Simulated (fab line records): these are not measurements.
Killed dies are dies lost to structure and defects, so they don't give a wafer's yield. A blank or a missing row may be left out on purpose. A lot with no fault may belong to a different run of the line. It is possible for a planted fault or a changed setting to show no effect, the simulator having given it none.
fab line records	flow sky130
record: lots: 24	wafers: 72	last_day: 50
route steps=708 shown METAL1@437 VIA1@479 METAL2@487 VIA2@523
lots with no fault: from the same line, run without faults
start_h: hours from the record's first day to the start of the lot's first wafer shown	wait_h: hours since the lot's step before	" identical to the entry in the row above	L1.1+2: a row that stands for several wafers	- value missing, or start not given	* or withheld: withheld	< > ~ a bound
route shown NAME@n: NAME is a module with steps in the file, n the number in the route of the first one	usual: mean/standard deviation of fault-free wafers	same: alike in all rows	chamber/n: place in a boat	sites: the reading at each site	_std_site: the standard deviation of these	_edge_site: inner sites' mean taken away from outer sites' mean	radius_mm: how far each site lies from the wafer's centre	mask NAME#n: copy n	behind: the most recent tool/chamber to have shaped the wafer	hold: why the lot was held/for how many hours/how that ended	device: which transistor (n, p or np) failed to switch	end of line: tests run on the same wafers once the route is complete	where a step has no rows: the recipe by itself	killed: count of dies lost to structure and defects at first sort (not the wafer's yield)	map: a wafer's dies, x killed, . not, _ none there
set.NAME: the run value of the setting; set.NAME@STEP: its run value at that earlier step	model.NAME: the simulator's own value behind a step, which no gauge read
one table for each step of the route and one row for each wafer, over a sample of lots
services: the hour from which a tool's chamber was out of use, counted from the record's first day as start_h (under 0 if before that day), plus the number of hours and why
== steps ==
step: SKY_METAL1_SPUTTER_03
recipe: material: Ti	target_thk_nm: 5	power_w: 3000	time_s: 3.3	chamber_pressure_pa: 0.4
usual: throttle_valve_pct: 29.9/0.8
lot.wafer	tool	chamber	start_h	wait_h	throttle_valve_pct
L074.1	pvd_sputter-04	-	730.79	0.0	29.0
L074.3	"	-	"	"	30.2
L074.4	"	-	"	"	29.2
L075.1	pvd_sputter-03	-	734.19	0.0	31.5
L075.3	"	-	"	"	29.7
L075.4	"	-	"	"	29.7
L076.3	pvd_sputter-01	-	755.08	0.0	29.5
L076.4	"	-	"	"	29.4
L076.6	"	-	"	"	29.2
L077.1	pvd_sputter-01	-	757.46	0.0	29.9
L077.5	"	-	"	"	29.2
L077.6	"	-	"	"	29.6
L078.1	pvd_sputter-03	-	772.86	0.0	29.6
L078.4	"	-	"	"	29.5
L078.5	"	-	"	"	29.5
L079.1	pvd_sputter-04	-	785.85	0.0	29.9
L079.4	"	-	"	"	29.9
L079.5	"	-	"	"	28.9
L080.4	pvd_sputter-01	-	786.67	0.0	29.7
L080.5	"	-	"	"	30.1
L080.6	"	-	"	"	30.2
L081.1	pvd_sputter-04	-	788.74	0.0	30.0
L081.2	"	-	"	"	29.8
L081.3	"	-	"	"	29.0
L082.1	pvd_sputter-03	-	794.15	0.0	29.6
L082.3	"	-	"	"	29.1
L082.6	"	-	"	"	29.1
L083.1	pvd_sputter-01	-	807.79	0.0	29.3
L083.2	"	-	"	"	29.8
L083.6	"	-	"	"	29.6
L084.1	pvd_sputter-03	-	808.73	0.0	29.7
L084.3	"	-	"	"	28.9
L084.4	"	-	"	"	29.5
L085.4	pvd_sputter-01	-	817.36	0.0	29.9
L085.5	"	-	"	"	29.3
L085.6	"	-	"	"	30.1
L086.1	pvd_sputter-03	-	827.73	0.0	29.6
L086.3	"	-	"	"	31.8
L086.6	"	-	"	"	29.3
L087.1	pvd_sputter-04	-	835.74	0.0	29.9
L087.2	"	-	"	"	31.9
L087.6	"	-	"	"	30.1
L088.2	pvd_sputter-01	-	838.91	0.0	29.3
L088.3	"	-	"	"	29.6
L088.5	"	-	"	"	29.6
L089.1	pvd_sputter-01	-	848.86	0.0	29.4
L089.2	"	-	"	"	29.9
L089.6	"	-	"	"	30.1
L090.1	pvd_sputter-04	-	859.26	0.0	29.9
L090.3	"	-	"	"	30.2
L090.6	"	-	"	"	29.2
L091.3	pvd_sputter-04	-	869.34	0.0	29.2
L091.4	"	-	"	"	29.9
L091.5	"	-	"	"	31.8
L092.2	pvd_sputter-01	-	889.83	0.0	29.8
L092.3	"	-	"	"	29.7
L092.5	"	-	"	"	29.7
L093.1	pvd_sputter-01	-	890.18	0.0	29.4
L093.2	"	-	"	"	30.0
L093.3	"	-	"	"	29.8
L095.1	pvd_sputter-03	-	892.46	0.0	29.5
L095.2	"	-	"	"	29.6
L095.4	"	-	"	"	32.1
L094.2	pvd_sputter-04	-	893.52	0.0	29.9
L094.4	"	-	"	"	31.8
L094.6	"	-	"	"	29.1
L096.1	pvd_sputter-03	-	898.62	0.0	28.9
L096.4	"	-	"	"	29.2
L096.5	"	-	"	"	29.6
L097.1	pvd_sputter-03	-	908.46	0.0	29.3
L097.4	"	-	"	"	29.5
L097.6	"	-	"	"	29.3
step: SKY_METAL1_RS_MEAS_05
recipe: thk_meas_gauge: four-point-probe	reads: TiN_of_METAL1_SPUTTER_04+Ti_of_METAL1_SPUTTER_03+AlCu_of_METAL1_SPUTTER_02+TiN_of_METAL1_SPUTTER_01+Ti_of_METAL1_SPUTTER_00
usual: METAL1_ALCU_RS: 0.1267/0.0013
lot.wafer	tool	chamber	start_h	wait_h	METAL1_ALCU_RS[ohm/sq]
L074.1	film_metro-03	-	730.86	0.0	0.1259
L074.3	"	-	"	"	0.1273
L074.4	"	-	"	"	0.1250
L075.1	film_metro-01	-	734.26	0.0	0.1285
L075.3	"	-	"	"	0.1290
L075.4	"	-	"	"	0.1274
L076.3	film_metro-03	-	755.19	0.1	0.1250
L076.4	"	-	"	"	0.1243
L076.6	"	-	"	"	0.1266
L077.1	film_metro-01	-	757.52	0.0	0.1277
L077.5	"	-	"	"	0.1270
L077.6	"	-	"	"	0.1252
L078.1	film_metro-03	-	772.93	0.0	0.1279
L078.4	"	-	"	"	0.1268
L078.5	"	-	"	"	0.1289
L079.1	film_metro-03	-	785.92	0.0	0.1277
L079.4	"	-	"	"	0.1269
L079.5	"	-	"	"	0.1267
L080.4	film_metro-03	-	786.80	0.1	0.1265
L080.5	"	-	"	"	0.1257
L080.6	"	-	"	"	0.1270
L081.1	film_metro-04	-	788.81	0.0	0.1267
L081.2	"	-	"	"	0.1251
L081.3	"	-	"	"	0.1258
L082.1	film_metro-04	-	794.22	0.0	0.1311
L082.3	"	-	"	"	0.1281
L082.6	"	-	"	"	0.1274
L083.1	film_metro-03	-	807.86	0.0	0.1266
L083.2	"	-	"	"	0.1275
L083.6	"	-	"	"	0.1255
L084.1	film_metro-01	-	808.80	0.0	0.1273
L084.3	"	-	"	"	0.1275
L084.4	"	-	"	"	0.1255
L085.4	film_metro-01	-	817.47	0.1	0.1256
L085.5	"	-	"	"	0.1260
L085.6	"	-	"	"	0.1281
L086.1	film_metro-01	-	827.80	0.0	0.1274
L086.3	"	-	"	"	0.1285
L086.6	"	-	"	"	0.1277
L087.1	film_metro-04	-	835.81	0.0	0.1265
L087.2	"	-	"	"	0.1267
L087.6	"	-	"	"	0.1270
L088.2	film_metro-04	-	839.00	0.0	0.1262
L088.3	"	-	"	"	0.1243
L088.5	"	-	"	"	0.1241
L089.1	film_metro-04	-	848.92	0.0	0.1278
L089.2	"	-	"	"	0.1291
L089.6	"	-	"	"	0.1295
L090.1	film_metro-01	-	859.34	0.0	0.1261
L090.3	"	-	"	"	0.1256
L090.6	"	-	"	"	0.1254
L091.3	film_metro-01	-	869.45	0.1	0.1276
L091.4	"	-	"	"	0.1271
L091.5	"	-	"	"	0.1263
L092.2	film_metro-01	-	889.92	0.0	0.1270
L092.3	"	-	"	"	0.1262
L092.5	"	-	"	"	0.1260
L093.1	film_metro-01	-	890.25	0.0	0.1247
L093.2	"	-	"	"	0.1257
L093.3	"	-	"	"	0.1235
L095.1	film_metro-03	-	892.52	0.0	0.1265
L095.2	"	-	"	"	0.1264
L095.4	"	-	"	"	0.1279
L094.2	film_metro-04	-	893.61	0.0	0.1267
L094.4	"	-	"	"	0.1268
L094.6	"	-	"	"	0.1254
L096.1	film_metro-04	-	898.69	0.0	0.1250
L096.4	"	-	"	"	0.1271
L096.5	"	-	"	"	0.1271
L097.1	film_metro-03	-	908.52	0.0	0.1278
L097.4	"	-	"	"	0.1275
L097.6	"	-	"	"	0.1268
step: SKY_VIA1_CVD_21
recipe: material: W	target_thk_nm: 270	time_s: 80.902	temp_c: 400	pressure_torr: 40
usual: heater_power_w: 900/140
lot.wafer	tool	chamber	start_h	wait_h	heater_power_w
L074.1	cvd_w-02	1	786.79	0.0	732
L074.3	"	0	"	"	971
L074.4	"	1	"	"	733
L075.1	cvd_w-02	0	790.53	0.0	1001
L075.3	"	1	"	"	733
L075.4	"	0	"	"	970
L076.3	cvd_w-01	1	810.16	0.1	1044
L076.4	"	0	"	"	823
L076.6	"	0	"	"	795
L077.1	cvd_w-01	0	812.80	0.0	819
L077.5	"	0	"	"	809
L077.6	"	1	"	"	1126
L078.1	cvd_w-02	1	826.72	0.0	735
L078.4	"	0	"	"	1015
L078.5	"	0	"	"	984
L079.1	cvd_w-01	0	841.30	0.0	817
L079.4	"	0	"	"	841
L079.5	"	0	"	"	859
L080.4	cvd_w-02	1	841.68	0.0	730
L080.5	"	0	"	"	981
L080.6	"	1	"	"	734
L081.1	cvd_w-01	0	843.65	0.0	826
L081.2	"	1	"	"	1097
L081.3	"	1	"	"	1104
L082.1	cvd_w-02	0	848.89	0.0	999
L082.3	"	0	"	"	978
L082.6	"	1	"	"	744
L083.1	cvd_w-02	1	862.11	0.0	737
L083.2	"	0	"	"	1033
L083.6	"	1	"	"	726
L084.1	cvd_w-01	0	863.19	0.0	828
L084.3	"	1	"	"	1107
L084.4	"	0	"	"	822
L085.4	cvd_w-01	0	872.51	0.1	835
L085.5	"	0	"	"	810
L085.6	"	1	"	"	1098
L086.1	cvd_w-02	1	882.59	0.0	730
L086.3	"	1	"	"	748
L086.6	"	0	"	"	994
L087.1	cvd_w-01	0	890.12	0.0	813
L087.2	"	1	"	"	1111
L087.6	"	0	"	"	847
L088.2	cvd_w-01	0	893.15	0.0	819
L088.3	"	1	"	"	1114
L088.5	"	0	"	"	819
L089.1	cvd_w-02	0	903.21	0.0	1022
L089.2	"	1	"	"	736
L089.6	"	0	"	"	1009
L090.1	cvd_w-02	1	912.59	0.0	738
L090.3	"	0	"	"	999
L090.6	"	1	"	"	751
L091.3	cvd_w-01	1	922.94	0.1	935
L091.4	"	0	"	"	766
L091.5	"	1	"	"	959
L092.2	cvd_w-02	1	941.48	0.0	725
L092.3	"	0	"	"	1006
L092.5	"	0	"	"	1017
L093.1	cvd_w-01	1	942.26	0.0	930
L093.2	"	0	"	"	769
L093.3	"	1	"	"	950
L095.1	cvd_w-01	1	943.84	0.0	959
L095.2	"	0	"	"	774
L095.4	"	1	"	"	956
L094.2	cvd_w-01	0	945.20	0.0	787
L094.4	"	0	"	"	771
L094.6	"	1	"	"	958
L096.1	cvd_w-02	0	950.40	0.0	988
L096.4	"	1	"	"	735
L096.5	"	0	"	"	1026
L097.1	cvd_w-02	0	959.68	0.0	990
L097.4	"	0	"	"	978
L097.6	"	1	"	"	747
step: SKY_METAL2_SPUTTER_04
recipe: material: TiN	target_thk_nm: 70	power_w: 6500	time_s: 58.3	chamber_pressure_pa: 0.4
usual: throttle_valve_pct: 29.9/0.93
lot.wafer	tool	chamber	start_h	wait_h	throttle_valve_pct
L074.1	pvd_sputter-04	-	787.45	0.0	28.9
L074.3	"	-	"	"	31.6
L074.4	"	-	"	"	30.2
L075.1	pvd_sputter-01	-	791.19	0.0	30.2
L075.3	"	-	"	"	29.4
L075.4	"	-	"	"	29.6
L076.3	pvd_sputter-02	-	810.79	0.0	28.6
L076.4	"	-	"	"	28.8
L076.6	"	-	"	"	28.8
L077.1	pvd_sputter-02	-	813.46	0.0	30.3
L077.5	"	-	"	"	28.5
L077.6	"	-	"	"	30.5
L078.1	pvd_sputter-04	-	827.39	0.0	28.8
L078.4	"	-	"	"	31.7
L078.5	"	-	"	"	31.4
L079.1	pvd_sputter-04	-	841.96	0.0	31.9
L079.4	"	-	"	"	30.3
L079.5	"	-	"	"	30.0
L080.4	pvd_sputter-02	-	842.34	0.0	28.7
L080.5	"	-	"	"	29.5
L080.6	"	-	"	"	30.3
L081.1	pvd_sputter-02	-	844.31	0.0	30.4
L081.2	"	-	"	"	28.9
L081.3	"	-	"	"	29.4
L082.1	pvd_sputter-04	-	849.55	0.0	31.7
L082.3	"	-	"	"	30.3
L082.6	"	-	"	"	29.2
L083.1	pvd_sputter-02	-	862.77	0.0	29.0
L083.2	"	-	"	"	28.5
L083.6	"	-	"	"	28.3
L084.1	pvd_sputter-04	-	863.94	0.0	29.3
L084.3	"	-	"	"	29.7
L084.4	"	-	"	"	30.1
L085.4	pvd_sputter-04	-	873.14	0.0	29.4
L085.5	"	-	"	"	31.7
L085.6	"	-	"	"	29.0
L086.1	pvd_sputter-01	-	883.25	0.0	29.5
L086.3	"	-	"	"	29.9
L086.6	"	-	"	"	29.8
L087.1	pvd_sputter-02	-	890.78	0.0	28.5
L087.2	"	-	"	"	29.4
L087.6	"	-	"	"	29.7
L088.2	pvd_sputter-02	-	893.81	0.0	28.5
L088.3	"	-	"	"	28.5
L088.5	"	-	"	"	29.2
L089.1	pvd_sputter-04	-	903.88	0.0	30.3
L089.2	"	-	"	"	28.9
L089.6	"	-	"	"	31.7
L090.1	pvd_sputter-04	-	913.25	0.0	29.0
L090.3	"	-	"	"	30.0
L090.6	"	-	"	"	30.0
L091.3	pvd_sputter-04	-	923.58	0.0	29.3
L091.4	"	-	"	"	31.4
L091.5	"	-	"	"	30.2
L092.2	pvd_sputter-04	-	942.14	0.0	29.1
L092.3	"	-	"	"	31.3
L092.5	"	-	"	"	31.7
L093.1	pvd_sputter-01	-	942.92	0.0	29.9
L093.2	"	-	"	"	30.1
L093.3	"	-	"	"	29.9
L095.1	pvd_sputter-01	-	944.50	0.0	29.5
L095.2	"	-	"	"	30.0
L095.4	"	-	"	"	29.2
L094.2	pvd_sputter-04	-	945.87	0.0	29.1
L094.4	"	-	"	"	30.0
L094.6	"	-	"	"	31.5
L096.1	pvd_sputter-04	-	951.06	0.0	30.4
L096.4	"	-	"	"	28.9
L096.5	"	-	"	"	30.2
L097.1	pvd_sputter-04	-	960.35	0.0	29.8
L097.4	"	-	"	"	30.1
L097.6	"	-	"	"	29.1
step: SKY_VIA2_STRIP_16
recipe: chemistry: O2/N2	power_w: 1400	pressure_mtorr: 1500	platen_temp_c: withheld	o2_flow_sccm: 3000	n2_flow_sccm: 300	overash_fraction: 0.5
usual: drypump_motor_current_A: 6.05/0.29	oes_product_au: 0.400/0.0045	strip_time_to_endpoint_s: 4.066/0.028
lot.wafer	tool	chamber	start_h	wait_h	drypump_motor_current_A	oes_product_au	rf_hours_counter_h	strip_time_to_endpoint_s
L074.1	plasma_asher-03	1	842.49	0.0	6.19	0.399	42	4.094
L074.3	"	0	"	"	5.90	0.401	-	4.092
L074.4	"	1	"	"	6.19	0.400	-	4.077
L075.1	plasma_asher-03	1	845.36	0.0	6.17	0.407	42	4.069
L075.3	"	1	"	"	6.16	0.396	-	4.075
L075.4	"	0	"	"	5.91	0.399	-	4.110
L076.3	plasma_asher-01	0	864.43	0.1	6.42	0.399	-	4.077
L076.4	"	1	"	"	6.29	0.405	-	4.105
L076.6	"	1	"	"	6.28	0.395	-	4.068
L077.1	plasma_asher-04	1	867.35	0.0	5.54	0.403	14	4.030
L077.5	"	0	"	"	5.95	0.397	-	4.052
L077.6	"	1	"	"	5.54	0.396	-	4.013
L078.1	plasma_asher-01	1	882.09	0.0	6.29	0.397	102	4.063
L078.4	"	0	"	"	6.45	0.405	-	4.032
L078.5	"	1	"	"	6.26	0.404	-	4.044
L079.1	plasma_asher-01	1	896.25	0.0	6.29	0.393	104	4.056
L079.4	"	0	"	"	6.42	0.405	-	4.105
L079.5	"	1	"	"	6.28	0.392	-	4.065
L080.4	plasma_asher-03	0	896.85	0.1	5.90	0.400	-	4.091
L080.5	"	0	"	"	5.90	0.401	-	4.063
L080.6	"	1	"	"	6.22	0.400	-	4.082
L081.1	plasma_asher-04	1	899.10	0.0	5.57	0.403	14	4.048
L081.2	"	0	"	"	5.96	0.398	14	4.094
L081.3	"	0	"	"	5.92	0.405	-	4.055
L082.1	plasma_asher-03	0	903.41	0.0	5.89	0.395	49	4.006
L082.3	"	1	"	"	6.17	0.399	-	4.067
L082.6	"	0	"	"	5.91	0.399	-	4.071
L083.1	plasma_asher-04	0	915.35	0.0	5.93	0.400	15	4.089
L083.2	"	1	"	"	5.54	0.402	15	4.067
L083.6	"	1	"	"	5.57	0.393	-	4.089
L084.1	plasma_asher-04	1	916.50	0.0	5.55	0.402	16	4.073
L084.3	"	0	"	"	5.97	0.405	-	4.073
L084.4	"	1	"	"	5.56	0.403	-	4.033
L085.4	plasma_asher-01	1	925.30	0.1	6.29	0.403	-	4.092
L085.5	"	1	"	"	6.28	0.404	-	4.067
L085.6	"	0	"	"	6.47	0.398	-	4.084
L086.1	plasma_asher-03	0	935.05	0.0	5.90	0.400	52	4.056
L086.3	"	0	"	"	5.90	0.394	-	4.065
L086.6	"	1	"	"	6.17	0.406	-	4.060
L087.1	plasma_asher-03	1	942.30	0.0	6.20	0.393	53	4.024
L087.2	"	0	"	"	5.93	0.408	53	4.097
L087.6	"	0	"	"	5.89	0.400	-	4.094
L088.2	plasma_asher-03	0	945.80	0.0	5.89	0.395	53	4.049
L088.3	"	1	"	"	6.17	0.401	-	4.107
L088.5	"	1	"	"	6.20	0.395	-	4.064
L089.1	plasma_asher-01	1	955.25	0.0	6.29	0.401	110	4.061
L089.2	"	0	"	"	6.43	0.391	110	4.038
L089.6	"	0	"	"	6.41	0.396	-	4.044
L090.1	plasma_asher-04	1	963.75	0.0	5.54	0.397	21	4.069
L090.3	"	1	"	"	5.54	0.391	-	4.095
L090.6	"	1	"	"	5.55	0.402	-	4.066
L091.3	plasma_asher-04	1	974.03	0.1	5.56	0.401	-	4.082
L091.4	"	0	"	"	5.95	0.401	-	4.039
L091.5	"	1	"	"	5.56	0.400	-	4.121
L092.2	plasma_asher-03	0	990.85	0.0	5.90	0.398	58	4.080
L092.3	"	0	"	"	5.90	0.403	-	4.061
L092.5	"	1	"	"	6.17	0.401	-	4.066
L093.1	plasma_asher-01	0	992.35	0.0	6.45	0.406	113	4.025
L093.2	"	1	"	"	6.34	0.400	113	4.063
L093.3	"	1	"	"	6.32	0.402	-	4.094
L095.1	plasma_asher-04	1	993.61	0.0	5.55	0.405	23	4.056
L095.2	"	0	"	"	5.95	0.401	23	4.076
L095.4	"	1	"	"	5.57	0.402	-	4.127
L094.2	plasma_asher-01	0	996.25	0.0	6.40	0.406	114	4.031
L094.4	"	1	"	"	6.29	0.406	-	4.067
L094.6	"	0	"	"	6.42	0.393	-	4.031
L096.1	plasma_asher-04	0	1000.75	0.0	5.96	0.404	24	4.057
L096.4	"	0	"	"	5.95	0.399	-	4.059
L096.5	"	1	"	"	5.55	0.401	-	4.026
L097.1	plasma_asher-01	1	1008.35	0.0	6.30	0.398	115	4.006
L097.4	"	1	"	"	6.27	0.400	-	4.061
L097.6	"	0	"	"	6.44	0.399	-	4.010
step: SKY_VIA2_CMP_24
recipe: stop_on: SiO2	t_overpolish_s: 20	down_force_psi: 3.5	platen_rpm: 60	target_thk_nm: 0	pad_velocity_m_s: 0.94248
usual: motor_current_A: 11.7/0.85	overpolish_run_s: 20.000/0.0085	time_to_endpoint_s: 101/4.3
same: t_overpolish_s: 20
lot.wafer	tool	chamber	start_h	wait_h	motor_current_A	overpolish_run_s	time_to_endpoint_s
L074.4	cmp-02	2	843.51	0.1	12.4	19.989	100
L074.3	"	3	"	"	12.3	20.007	95
L074.1	"	0	"	"	11.1	20.007	98
L075.4	cmp-02	3	846.76	0.0	12.9	20.017	94
L075.3	"	0	"	"	11.1	20.000	94
L075.1	"	1	"	"	10.4	20.001	102
L076.3	cmp-02	1	865.87	0.0	10.6	19.986	104
L076.4	"	0	"	"	11.2	20.008	99
L076.6	"	1	"	"	10.6	19.983	104
L077.1	cmp-02	0	868.66	0.4	11.3	19.994	96
L077.6	"	3	"	"	13.2	19.989	96
L077.5	"	0	"	"	10.6	20.005	101
L078.1	cmp-02	1	883.07	0.1	10.8	19.998	103
L078.4	"	2	"	"	11.4	20.007	101
L078.5	"	1	"	"	11.2	19.991	106
L079.1	cmp-01	3	897.21	0.1	11.7	20.005	104
L079.4	"	1	"	"	12.1	20.002	107
L079.5	"	0	"	"	13.4	20.006	108
L080.4	cmp-02	3	897.93	0.2	12.4	19.995	97
L080.5	"	0	"	"	11.5	19.981	103
L080.6	"	1	"	"	10.4	19.995	103
L081.1	cmp-01	2	900.11	0.1	11.0	19.996	112
L081.2	"	3	"	"	10.7	19.996	100
L081.3	"	0	"	"	13.0	20.009	105
L082.1	cmp-01	1	904.38	0.1	12.0	20.008	104
L082.3	"	3	"	"	11.0	20.000	101
L082.6	"	1	"	"	12.2	19.998	103
L083.1	cmp-02	0	916.37	0.1	11.9	19.998	99
L083.2	"	1	"	"	10.7	19.991	104
L083.6	"	3	"	"	11.7	19.990	97
L084.4	cmp-01	2	917.46	0.0	11.3	19.988	107
L084.1	"	0	"	"	12.9	20.014	101
L084.3	"	1	"	"	12.7	19.994	108
L085.4	cmp-02	0	926.38	0.2	11.7	19.997	98
L085.6	"	1	"	"	11.0	20.002	100
L085.5	"	2	"	"	12.0	19.990	96
L086.1	cmp-02	2	936.15	0.1	12.5	20.002	100
L086.3	"	3	"	"	12.3	20.005	96
L086.6	"	0	"	"	11.1	19.984	101
L087.2	cmp-02	1	943.42	0.2	11.4	19.995	106
L087.1	"	2	"	"	12.7	20.013	103
L087.6	"	0	"	"	12.1	20.000	103
L088.2	cmp-01	1	946.85	0.0	12.2	19.993	100
L088.3	"	0	"	"	13.2	19.989	99
L088.5	"	2	"	"	11.6	19.994	106
L089.2	cmp-01	0	956.22	0.0	12.7	19.992	100
L089.1	"	3	"	"	11.4	19.999	97
L089.6	"	0	"	"	13.3	20.016	98
L090.3	cmp-02	3	964.76	0.1	12.2	20.014	95
L090.1	"	1	"	"	10.0	20.000	101
L090.6	"	2	"	"	11.5	20.011	95
L091.3	cmp-01	0	974.96	0.0	13.4	20.003	100
L091.4	"	3	"	"	11.0	20.008	96
L091.5	"	1	"	"	12.4	19.991	103
L092.2	cmp-01	2	991.92	0.1	11.3	19.985	104
L092.3	"	3	"	"	11.2	20.013	96
L092.5	"	0	"	"	12.9	20.009	97
L093.1	cmp-02	1	993.36	0.1	10.4	20.005	103
L093.3	"	2	"	"	11.9	20.002	105
L093.2	"	3	"	"	12.3	20.017	99
L095.2	cmp-01	2	994.62	0.0	11.9	19.996	100
L095.4	"	3	"	"	10.9	19.998	90
L095.1	"	0	"	"	12.8	19.999	93
L094.4	cmp-01	3	997.39	0.1	11.2	20.013	93
L094.2	"	0	"	"	13.5	19.993	94
L094.6	"	2	"	"	11.6	20.007	102
L096.4	cmp-02	1	1001.72	0.0	11.1	20.002	101
L096.1	"	3	"	"	11.2	20.001	97
L096.5	"	1	"	"	10.3	19.988	101
L097.4	cmp-02	1	1009.37	0.1	10.4	19.996	100
L097.1	"	3	"	"	12.2	19.992	95
L097.6	"	1	"	"	10.5	20.009	100
== services ==
tool	chamber	start_h	hours	kind
cmp-02	-	712.89	8.2	repair
cmp-01	-	744.00	4.0	pm
pvd_sputter-04	-	754.70	7.2	repair
cmp-01	-	757.38	5.3	repair
cmp-01	-	761.82	0.8	repair
cmp-02	-	778.46	0.6	repair
cmp-02	-	784.38	0.9	repair
cvd_w-02	-	809.38	6.9	pm
cmp-02	-	817.90	1.8	repair
cvd_w-01	-	832.67	1.4	repair
cmp-02	-	837.39	0.8	repair
cmp-02	-	856.23	3.2	pm
cmp-01	-	867.56	5.8	pm
pvd_sputter-01	-	888.00	1.1	repair
cmp-02	-	903.01	2.6	repair
cvd_w-01	-	904.00	14.0	pm
pvd_sputter-04	-	911.49	1.2	repair
cmp-02	-	912.00	4.0	pm
cvd_w-02	-	918.00	2.8	pm
pvd_sputter-04	-	918.46	2.5	repair
cmp-02	-	932.15	3.4	repair
cvd_w-02	-	955.73	0.9	repair
cvd_w-02	0	984.34	4.6	repair
pvd_sputter-04	-	995.89	2.4	repair
== key ==
fault none
